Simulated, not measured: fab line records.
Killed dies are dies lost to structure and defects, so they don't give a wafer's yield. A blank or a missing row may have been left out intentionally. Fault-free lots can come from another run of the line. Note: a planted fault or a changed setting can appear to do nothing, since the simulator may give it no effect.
fab line records	flow gf180mcu	part 1 of 2: steps 1 to 23 of 32
record lots=5	wafers=15	lastDay=33
route steps=602 shown POLY_GATE@163 HV_LDD@176
lots with no fault: from the same line, run without faults
startH: the number of hours between the record's first day and the start of the first shown wafer of the lot	waitH: hours elapsed since this lot's preceding step	" the same as in the row above	L1.1+2: a row that stands for several wafers	- no value, or no start was given	* or withheld: withheld	< > ~ a bound
route shown NAME@n: a module of which the file shows steps, and the number in the route of the first	usual: mean/standard deviation of fault-free wafers	same: alike in all rows	chamber/n: place in a boat	sites: the reading at each site	_std_site: their standard deviation	_edge_site: outer sites' mean less inner sites'	radiusMm: for every site, how far away it sits from the centre of the wafer	mask NAME#n: copy n	behind: the tool/chamber that last shaped the wafer	hold: the reason the lot was held/the length of the hold in hours/how it ended	device: the transistor (n, p or np) that didn't switch	end of line: the tests these same wafers got at the end of their route	a step given without rows: its recipe and nothing more	killed: count of dies lost to structure and defects at first sort (not the wafer's yield)	map: dies across one wafer; x = killed, . = not, _ = none there
set.NAME: the setting the step ran with; set.NAME@STEP: the setting that earlier step ran with	model.NAME: the simulator's own value behind a step, which no gauge read
lots at some steps of the route; a table a step, a row a wafer
services: when a tool's chamber went out of use (startH, in hours from the record's first day, below 0 if earlier), for how many hours, and the reason
## steps
# step GF_POLY_GATE_SOFTBAKE_06
# recipe tempC=131.1	timeS=60	resist=KrF
# usual chillPlateTempC=23.03/0.11
lot.wafer	tool	chamber	startH	waitH	chillPlateTempC
L076.1	lithoTrack-02	0	-	-	23.06
L076.2	"	0	"	"	23.13
L076.5	"	0	"	"	23.12
L081.3	lithoTrack-03	0	-	-	23.24
L081.5	"	0	"	"	23.16
L081.6	"	0	"	"	23.13
L083.2	lithoTrack-01	0	-	-	22.97
L083.3	"	0	"	"	23.02
L083.4	"	0	"	"	22.89
L086.2	lithoTrack-03	0	-	-	23.19
L086.3	"	0	"	"	23.11
L086.6	"	0	"	"	23.13
L093.1	lithoTrack-01	0	-	-	22.99
L093.2	"	0	"	"	23.08
L093.3	"	0	"	"	23.08
# step GF_POLY_GATE_EXPOSE_07
# recipe maskId=Poly2	targetCdNm=280	na=0.68	sourceShape=conventional	sigmaOuter=0.6	doseMj=28
# usual stageVelMmS=500.04/0.22
lot.wafer	tool	chamber	startH	waitH	mask	stageVelMmS
L076.1	krfScanner-02	0	-	-	Poly2#0	500.32
L076.2	"	0	"	"	Poly2#0	499.97
L076.5	"	0	"	"	Poly2#0	500.12
L081.3	krfScanner-02	0	-	-	Poly2#0	499.74
L081.5	"	0	"	"	Poly2#0	499.97
L081.6	"	0	"	"	Poly2#0	500.32
L083.2	krfScanner-02	0	-	-	Poly2#0	499.86
L083.3	"	0	"	"	Poly2#0	500.14
L083.4	"	0	"	"	Poly2#0	500.01
L086.2	krfScanner-01	0	-	-	Poly2#0	500.35
L086.3	"	0	"	"	Poly2#0	499.91
L086.6	"	0	"	"	Poly2#0	499.81
L093.1	krfScanner-01	0	-	-	Poly2#0	499.67
L093.2	"	0	"	"	Poly2#0	499.74
L093.3	"	0	"	"	Poly2#0	499.91
# step GF_POLY_GATE_PEB_08
# recipe pebTempC=135	pebTimeS=90	resist=KrF
# usual chillPlateTempC=22.99/0.094
lot.wafer	tool	chamber	startH	waitH	chillPlateTempC
L076.1	lithoTrack-01	0	-	-	22.98
L076.2	"	0	"	"	23.08
L076.5	"	0	"	"	22.90
L081.3	lithoTrack-01	0	-	-	23.15
L081.5	"	0	"	"	23.07
L081.6	"	0	"	"	23.08
L083.2	lithoTrack-01	0	-	-	22.84
L083.3	"	0	"	"	22.80
L083.4	"	0	"	"	23.04
L086.2	lithoTrack-01	0	-	-	22.95
L086.3	"	0	"	"	22.94
L086.6	"	0	"	"	23.09
L093.1	lithoTrack-01	0	-	-	22.90
L093.2	"	0	"	"	22.86
L093.3	"	0	"	"	22.80
# step GF_POLY_GATE_DEVELOP_09
# recipe developTimeS=60	resist=KrF	devTempC=21
# usual chillPlateTempC=23.02/0.098
lot.wafer	tool	chamber	startH	waitH	chillPlateTempC
L076.1	lithoTrack-01	0	225.06	0.2	22.98
L076.2	"	0	"	"	23.21
L076.5	"	0	"	"	23.06
L081.3	lithoTrack-01	0	254.66	0.1	22.93
L081.5	"	0	"	"	22.89
L081.6	"	0	"	"	22.95
L083.2	lithoTrack-01	0	269.93	0.2	22.89
L083.3	"	0	"	"	22.97
L083.4	"	0	"	"	22.89
L086.2	lithoTrack-01	0	284.03	0.2	23.02
L086.3	"	0	"	"	23.07
L086.6	"	0	"	"	23.16
L093.1	lithoTrack-01	0	332.61	0.2	23.02
L093.2	"	0	"	"	23.08
L093.3	"	0	"	"	23.13
# step GF_POLY_GATE_CD_MEAS_10
# recipe targetCdNm=280
# usual cdNm=279.6/1.2
lot.wafer	tool	chamber	startH	waitH	cdNm
L076.1	cdSem-01	-	225.21	0.1	279.6
L076.2	"	-	"	"	279.0
L076.5	"	-	"	"	278.8
L081.3	cdSem-02	-	254.80	0.1	281.0
L081.5	"	-	"	"	282.1
L081.6	"	-	"	"	280.3
L083.2	cdSem-02	-	270.08	0.1	279.2
L083.3	"	-	"	"	281.5
L083.4	"	-	"	"	280.4
L086.2	cdSem-02	-	284.18	0.1	279.9
L086.3	"	-	"	"	278.7
L086.6	"	-	"	"	279.8
L093.1	cdSem-02	-	332.76	0.1	280.2
L093.2	"	-	"	"	280.2
L093.3	"	-	"	"	280.3
# step GF_POLY_GATE_OVL_MEAS_11
# usual POLY_GATE_OVL=1/6.8
lot.wafer	tool	chamber	startH	waitH	POLY_GATE_OVL[nm]
L076.1	overlay-02	-	225.33	0.1	-3
L076.2	"	-	"	"	2
L076.5	"	-	"	"	-4
L081.3	overlay-02	-	254.89	0.1	-1
L081.5	"	-	"	"	-4
L081.6	"	-	"	"	5
L083.2	overlay-02	-	270.18	0.1	-4
L083.3	"	-	"	"	2
L083.4	"	-	"	"	-5
L086.2	overlay-01	-	284.28	0.1	-14
L086.3	"	-	"	"	-5
L086.6	"	-	"	"	-2
L093.1	overlay-01	-	332.88	0.1	-2
L093.2	"	-	"	"	-4
L093.3	"	-	"	"	-4
# step GF_POLY_GATE_ETCH_12
# recipe chemistry=N2/H2	targetDepthA=withheld	overetchA=withheld	timeS=withheld	target=BARC	ionEnergyEv=200	sourceW=500	biasW=100	pressureMtorr=30	n2FlowSccm=100	h2FlowSccm=200
# usual drypumpMotorCurrentA=5.8/0.44	oesProductAu=0.735/0.0046	rfFwdPowerW=496.6/1.7	throttleValvePct=13.215/0.0087
lot.wafer	tool	chamber	startH	waitH	drypumpMotorCurrentA	oesProductAu	rfFwdPowerW	throttleValvePct
L076.1	rieDiel-02	2	225.37	0.0	5.5	0.726	495.6	13.227
L076.2	"	0	"	"	5.4	0.726	496.6	13.216
L076.5	"	2	"	"	5.5	0.731	496.0	13.197
L081.3	rieDiel-03	3	254.91	0.0	6.3	0.729	497.5	13.217
L081.5	"	0	"	"	4.9	0.735	497.2	13.234
L081.6	"	3	"	"	6.3	0.734	496.3	13.218
L083.2	rieDiel-01	0	270.21	0.0	6.5	0.734	495.3	13.207
L083.3	"	3	"	"	5.5	0.743	496.3	13.223
L083.4	"	2	"	"	5.7	0.733	497.4	13.208
L086.2	rieDiel-01	1	284.31	0.0	5.6	0.738	495.3	13.205
L086.3	"	0	"	"	6.5	0.739	498.9	13.222
L086.6	"	3	"	"	5.4	0.736	498.5	13.217
L093.1	rieDiel-03	2	332.91	0.0	5.9	0.735	497.3	13.224
L093.2	"	3	"	"	6.3	0.728	497.6	13.207
L093.3	"	1	"	"	6.1	0.743	497.4	13.213
# step GF_POLY_GATE_ETCH_13
# recipe target=poly-Si	targetDepthNm=198.5	stopOn=SiO2	overEtchFrac=0.403	chemistry=HBr/Cl2	icpW=400	biasW=100	pressureMtorr=10	HBr_flow_sccm=150	Cl2_flow_sccm=50	timeS=69.6
# usual drypumpMotorCurrentA=5.7/0.66	heBacksideLeakSccm=2.64/0.22	oesProductAu=0.990/0.0087	rfFwdPowerW=396.6/1.4	throttleValvePct=33.685/0.0092
lot.wafer	tool	chamber	startH	waitH	drypumpMotorCurrentA	heBacksideLeakSccm	oesProductAu	rfFwdPowerW	rfHoursCounterH	throttleValvePct
L076.1	rieSi-01	3	225.42	-	6.3	2.90	0.995	398.7	1	33.685
L076.2	"	2	"	"	4.8	2.67	0.991	397.9	113	33.683
L076.5	"	3	"	"	6.3	2.91	0.988	398.8	-	33.678
L081.3	rieSi-01	0	254.97	-	5.3	2.47	0.990	398.1	49	33.670
L081.5	"	3	"	"	6.3	2.92	1.000	398.8	-	33.685
L081.6	"	0	"	"	5.2	2.40	0.988	397.7	-	33.695
L083.2	rieSi-02	2	270.27	-	6.8	2.69	0.996	394.1	1	33.675
L083.3	"	0	"	"	5.1	2.40	0.978	395.8	3	33.679
L083.4	"	3	"	"	6.2	2.61	0.993	397.5	1	33.701
L086.2	rieSi-02	3	284.36	-	6.2	2.80	0.982	398.5	1	33.696
L086.3	"	1	"	"	5.2	2.88	1.003	395.8	92	33.693
L086.6	"	2	"	"	6.8	2.76	0.980	396.1	-	33.681
L093.1	rieSi-02	0	332.96	-	5.1	2.34	0.975	396.5	3	33.682
L093.2	"	2	"	"	6.8	2.67	0.992	395.6	1	33.674
L093.3	"	3	"	"	6.1	2.71	0.985	397.4	2	33.675
# step GF_POLY_GATE_STRIP_14
# recipe chemistry=O2/N2	powerW=1400	pressureMtorr=1500	platenTempC=250	o2FlowSccm=3000	n2FlowSccm=300	overashFraction=0.5
# usual drypumpMotorCurrentA=5.6/0.43	heaterPowerW=334/52	o2FlowSccm=2999/8.6	oesProductAu=0.505/0.0046
lot.wafer	tool	chamber	startH	waitH	drypumpMotorCurrentA	heaterPowerW	o2FlowSccm	oesProductAu	rfHoursCounterH
L076.1	plasmaAsher-03	0	225.47	0.0	6.6	292	3004	0.512	60
L076.2	"	1	"	"	5.5	348	2982	0.508	60
L076.5	"	1	"	"	5.5	351	2996	0.503	-
L081.3	plasmaAsher-01	0	255.05	0.1	6.0	295	3006	0.514	-
L081.5	"	0	"	"	6.0	300	3010	0.511	-
L081.6	"	1	"	"	5.6	296	3002	0.506	-
L083.2	plasmaAsher-04	0	270.32	0.0	5.4	433	2991	0.507	58
L083.3	"	0	"	"	5.4	426	3007	0.504	-
L083.4	"	1	"	"	5.1	307	3006	0.510	-
L086.2	plasmaAsher-01	0	284.42	0.0	6.0	303	2984	0.505	48
L086.3	"	1	"	"	5.6	306	2986	0.501	-
L086.6	"	1	"	"	5.6	293	2995	0.511	-
L093.1	plasmaAsher-03	0	333.02	0.0	6.6	290	3008	0.508	71
L093.2	"	1	"	"	5.5	348	2999	0.505	71
L093.3	"	0	"	"	6.6	297	3009	0.506	-
# step GF_POLY_GATE_CLEAN_15
# recipe chemistry=SC1/SC2	mix=1:4:20	tempC=70	timeS=150	dry=n2Spin
lot.wafer	tool	chamber	startH	waitH
L076.1+2+5	wetBench-03	1	225.57	0.1
L081.3+5+6	wetBench-01	1	255.12	0.0
L083.2+3+4	wetBench-03	2	270.42	0.1
L086.2+3+6	wetBench-04	1	284.52	0.1
L093.1+2+3	wetBench-04	2	333.12	0.1
# step GF_POLY_GATE_OXIDATION_16
# recipe tempC=850	ambient=O2	stabiliseS=600	purgeS=300	targetThkA=40	oxTimeS=899
# usual spikeTcCentreC=851.2/1	zonePowerTopPct=29.2/2.1
# same oxTimeS=899
lot.wafer	tool	chamber	startH	waitH	spikeTcCentreC	zonePowerTopPct
L076.1	furnace-02	0	226.52	0.9	849.3	31.8
L076.2	"	0	"	"	851.1	31.9
L076.5	"	0	"	"	849.6	31.7
L081.3	furnace-01	0	256.03	0.9	852.0	27.7
L081.5	"	0	"	"	851.7	27.7
L081.6	"	0	"	"	851.2	27.4
L083.2	furnace-01	0	271.49	1.0	850.6	27.7
L083.3	"	0	"	"	851.4	27.8
L083.4	"	0	"	"	851.4	27.6
L086.2	furnace-02	0	284.57	0.0	850.9	31.8
L086.3	"	0	"	"	850.8	32.5
L086.6	"	0	"	"	850.7	31.7
L093.1	furnace-01	0	334.05	0.9	851.0	27.7
L093.2	"	0	"	"	852.8	27.9
L093.3	"	0	"	"	853.0	27.6
# step GF_POLY_GATE_THK_MEAS_17
# recipe reads=SiO2_of_POLY_GATE_OXIDATION_16
# usual POLY_GATE_OXIDATION_THK=4.01/0.082
lot.wafer	tool	chamber	startH	waitH	POLY_GATE_OXIDATION_THK[nm]
L076.1	filmMetro-03	-	227.77	0.0	3.91
L076.2	"	-	"	"	3.97
L076.5	"	-	"	"	3.98
L081.3	filmMetro-04	-	257.30	0.0	4.04
L081.5	"	-	"	"	4.02
L081.6	"	-	"	"	4.07
L083.2	filmMetro-04	-	272.75	0.0	4.13
L083.3	"	-	"	"	4.19
L083.4	"	-	"	"	4.15
L086.2	filmMetro-01	-	285.83	0.0	4.12
L086.3	"	-	"	"	4.16
L086.6	"	-	"	"	4.12
L093.1	filmMetro-04	-	335.30	0.0	3.98
L093.2	"	-	"	"	4.03
L093.3	"	-	"	"	3.99
# step GF_POLY_GATE_CD_MEAS_18
# usual cdNm=279.0/1.6
lot.wafer	tool	chamber	startH	waitH	cdNm
L076.1	cdSem-01	-	227.83	0.1	279.5
L076.2	"	-	"	"	277.1
L076.5	"	-	"	"	278.1
L081.3	cdSem-01	-	257.39	0.1	280.7
L081.5	"	-	"	"	283.5
L081.6	"	-	"	"	279.2
L083.2	cdSem-01	-	272.82	0.1	275.2
L083.3	"	-	"	"	280.6
L083.4	"	-	"	"	278.7
L086.2	cdSem-02	-	285.91	0.1	279.6
L086.3	"	-	"	"	277.3
L086.6	"	-	"	"	278.4
L093.1	cdSem-01	-	335.36	0.1	279.4
L093.2	"	-	"	"	277.8
L093.3	"	-	"	"	278.1
# step GF_HV_LDD_DEHYDRATE_00
# recipe tempC=200	timeS=60
# usual chillPlateTempC=23.00/0.11
lot.wafer	tool	chamber	startH	waitH	chillPlateTempC
L076.1	lithoTrack-03	0	235.79	7.9	22.99
L076.2	"	0	"	"	22.92
L076.5	"	0	"	"	22.95
L081.3	lithoTrack-02	0	266.22	8.8	22.96
L081.5	"	0	"	"	23.20
L081.6	"	0	"	"	23.10
L083.2	lithoTrack-04	0	281.86	9.0	23.10
L083.3	"	0	"	"	23.02
L083.4	"	0	"	"	22.97
L086.2	lithoTrack-04	0	295.21	9.3	23.15
L086.3	"	0	"	"	22.99
L086.6	"	0	"	"	22.87
L093.1	lithoTrack-04	0	345.49	10.1	23.03
L093.2	"	0	"	"	23.12
L093.3	"	0	"	"	23.03
# step GF_HV_LDD_HMDS_01
# recipe primeTimeS=60	primeTempC=120
# usual chillPlateTempC=23.01/0.1
lot.wafer	tool	chamber	startH	waitH	chillPlateTempC
L076.1	lithoTrack-03	0	235.94	0.1	22.93
L076.2	"	0	"	"	22.98
L076.5	"	0	"	"	22.92
L081.3	lithoTrack-02	0	266.37	0.1	23.03
L081.5	"	0	"	"	23.01
L081.6	"	0	"	"	23.15
L083.2	lithoTrack-04	0	282.01	0.1	23.24
L083.3	"	0	"	"	23.09
L083.4	"	0	"	"	22.99
L086.2	lithoTrack-04	0	295.36	0.1	22.92
L086.3	"	0	"	"	22.99
L086.6	"	0	"	"	23.02
L093.1	lithoTrack-04	0	345.64	0.1	22.97
L093.2	"	0	"	"	22.93
L093.3	"	0	"	"	23.10
# step GF_HV_LDD_COAT_02
# recipe resist=NOVOLAK	spinRpm=3000	resistThkNm=1000
# usual chillPlateTempC=22.99/0.1
lot.wafer	tool	chamber	startH	waitH	chillPlateTempC
L076.1	lithoTrack-03	0	236.09	0.1	22.92
L076.2	"	0	"	"	22.95
L076.5	"	0	"	"	22.96
L081.3	lithoTrack-02	0	266.52	0.1	23.07
L081.5	"	0	"	"	23.00
L081.6	"	0	"	"	23.14
L083.2	lithoTrack-04	0	282.16	0.1	23.23
L083.3	"	0	"	"	23.05
L083.4	"	0	"	"	23.29
L086.2	lithoTrack-04	0	295.51	0.1	22.91
L086.3	"	0	"	"	22.98
L086.6	"	0	"	"	23.11
L093.1	lithoTrack-04	0	345.79	0.1	22.94
L093.2	"	0	"	"	23.04
L093.3	"	0	"	"	22.99
# step GF_HV_LDD_SOFTBAKE_03
# recipe tempC=90	timeS=60	resist=NOVOLAK
# usual chillPlateTempC=23.01/0.11
lot.wafer	tool	chamber	startH	waitH	chillPlateTempC
L076.1	lithoTrack-03	0	236.24	0.1	22.99
L076.2	"	0	"	"	23.00
L076.5	"	0	"	"	22.87
L081.3	lithoTrack-02	0	266.67	0.1	22.86
L081.5	"	0	"	"	23.06
L081.6	"	0	"	"	23.07
L083.2	lithoTrack-04	0	282.31	0.1	22.83
L083.3	"	0	"	"	22.78
L083.4	"	0	"	"	22.98
L086.2	lithoTrack-04	0	295.66	0.1	23.06
L086.3	"	0	"	"	23.06
L086.6	"	0	"	"	23.01
L093.1	lithoTrack-04	0	345.94	0.1	23.04
L093.2	"	0	"	"	23.05
L093.3	"	0	"	"	23.04
# step GF_HV_LDD_EXPOSE_04
# recipe maskId=Nplus_LV_AREA	targetCdNm=400	na=0.6	sourceShape=conventional	sigmaOuter=0.6	doseMj=140
# usual stageVelMmS=499.97/0.25
lot.wafer	tool	chamber	startH	waitH	mask	stageVelMmS
L076.1	ilineStepper-01	0	-	-	Nplus_LV_AREA#0	499.65
L076.2	"	0	"	"	Nplus_LV_AREA#0	499.53
L076.5	"	0	"	"	Nplus_LV_AREA#0	499.65
L081.3	ilineStepper-02	0	-	-	Nplus_LV_AREA#0	500.11
L081.5	"	0	"	"	Nplus_LV_AREA#0	500.12
L081.6	"	0	"	"	Nplus_LV_AREA#0	500.48
L083.2	ilineStepper-02	0	-	-	Nplus_LV_AREA#0	499.91
L083.3	"	0	"	"	Nplus_LV_AREA#0	500.21
L083.4	"	0	"	"	Nplus_LV_AREA#0	500.17
L086.2	ilineStepper-01	0	-	-	Nplus_LV_AREA#0	499.65
L086.3	"	0	"	"	Nplus_LV_AREA#0	500.03
L086.6	"	0	"	"	Nplus_LV_AREA#0	499.70
L093.1	ilineStepper-02	0	-	-	Nplus_LV_AREA#0	499.97
L093.2	"	0	"	"	Nplus_LV_AREA#0	499.92
L093.3	"	0	"	"	Nplus_LV_AREA#0	499.75
# step GF_HV_LDD_PEB_05
# recipe tempC=withheld	timeS=*	resist=NOVOLAK
# usual chillPlateTempC=*
lot.wafer	tool	chamber	startH	waitH	chillPlateTempC
L076.1	lithoTrack-04	0	-	-	*
L076.2	"	0	"	"	*
L076.5	"	0	"	"	*
L081.3	lithoTrack-02	0	-	-	*
L081.5	"	0	"	"	*
L081.6	"	0	"	"	*
L083.2	lithoTrack-04	0	-	-	*
L083.3	"	0	"	"	*
L083.4	"	0	"	"	*
L086.2	lithoTrack-03	0	-	-	*
L086.3	"	0	"	"	*
L086.6	"	0	"	"	*
L093.1	lithoTrack-02	0	-	-	*
L093.2	"	0	"	"	*
L093.3	"	0	"	"	*
# step GF_HV_LDD_DEVELOP_06
# recipe developTimeS=60	devTempC=23
# usual chillPlateTempC=23.00/0.096
lot.wafer	tool	chamber	startH	waitH	chillPlateTempC
L076.1	lithoTrack-04	0	244.74	0.1	23.05
L076.2	"	0	"	"	22.99
L076.5	"	0	"	"	23.19
L081.3	lithoTrack-02	0	275.87	0.1	22.94
L081.5	"	0	"	"	23.04
L081.6	"	0	"	"	23.13
L083.2	lithoTrack-04	0	291.91	0.1	23.01
L083.3	"	0	"	"	22.99
L083.4	"	0	"	"	22.99
L086.2	lithoTrack-03	0	305.06	0.1	22.84
L086.3	"	0	"	"	23.11
L086.6	"	0	"	"	22.99
L093.1	lithoTrack-02	0	355.81	0.1	22.93
L093.2	"	0	"	"	23.12
L093.3	"	0	"	"	23.11
# step GF_HV_LDD_CD_MEAS_07
# recipe targetCdNm=400
# usual cdNm=399.7/2.3
lot.wafer	tool	chamber	startH	waitH	cdNm
L076.1	cdSem-02	-	245.08	0.3	398.7
L076.2	"	-	"	"	398.3
L076.5	"	-	"	"	398.7
L081.3	cdSem-02	-	276.01	0.1	400.9
L081.5	"	-	"	"	401.3
L081.6	"	-	"	"	399.8
L083.2	cdSem-02	-	292.06	0.1	396.2
L083.3	"	-	"	"	400.2
L083.4	"	-	"	"	397.9
L086.2	cdSem-01	-	305.21	0.1	394.7
L086.3	"	-	"	"	395.8
L086.6	"	-	"	"	394.1
L093.1	cdSem-02	-	355.96	0.1	399.1
L093.2	"	-	"	"	398.4
L093.3	"	-	"	"	398.1
# step GF_HV_LDD_OVL_MEAS_08
# usual HV_LDD_OVL=0.3/1.1
lot.wafer	tool	chamber	startH	waitH	HV_LDD_OVL[nm]
L076.1	overlay-02	-	245.20	0.1	-0.3
L076.2	"	-	"	"	1.1
L076.5	"	-	"	"	1.5
L081.3	overlay-02	-	276.10	0.1	0.5
L081.5	"	-	"	"	0.8
L081.6	"	-	"	"	1.8
L083.2	overlay-02	-	292.16	0.1	2.1
L083.3	"	-	"	"	3.1
L083.4	"	-	"	"	1.7
L086.2	overlay-01	-	305.32	0.1	0.6
L086.3	"	-	"	"	-0.5
L086.6	"	-	"	"	1.8
L093.1	overlay-01	-	356.08	0.1	1.7
L093.2	"	-	"	"	1.0
L093.3	"	-	"	"	0.4
# step GF_HV_LDD_IMPLANT_09
# recipe species=As	energyKev=39.61	doseCm2=1e+14	tiltDeg=7
# usual beamOnS=10.01/0.22	doseIonsCm2=1e+14/1.1e+11
lot.wafer	tool	chamber	startH	waitH	beamOnS	doseIonsCm2
L076.1	implanter-02	0	245.24	0.0	10.36	9.996e+13
L076.2	"	0	"	"	9.79	9.983e+13
L076.5	"	0	"	"	9.75	9.99e+13
L081.3	implanter-03	0	276.17	0.1	9.76	9.998e+13
L081.5	"	0	"	"	10.18	9.987e+13
L081.6	"	0	"	"	10.27	9.996e+13
L083.2	implanter-03	0	292.22	0.0	10.13	9.996e+13
L083.3	"	0	"	"	10.57	9.994e+13
L083.4	"	0	"	"	10.33	9.995e+13
L086.2	implanter-03	0	305.37	0.0	9.69	1.0001e+14
L086.3	"	0	"	"	9.95	9.992e+13
L086.6	"	0	"	"	9.96	1.001e+14
L093.1	implanter-04	0	356.12	0.0	10.04	1.0012e+14
L093.2	"	0	"	"	10.04	1.0013e+14
L093.3	"	0	"	"	9.62	9.985e+13
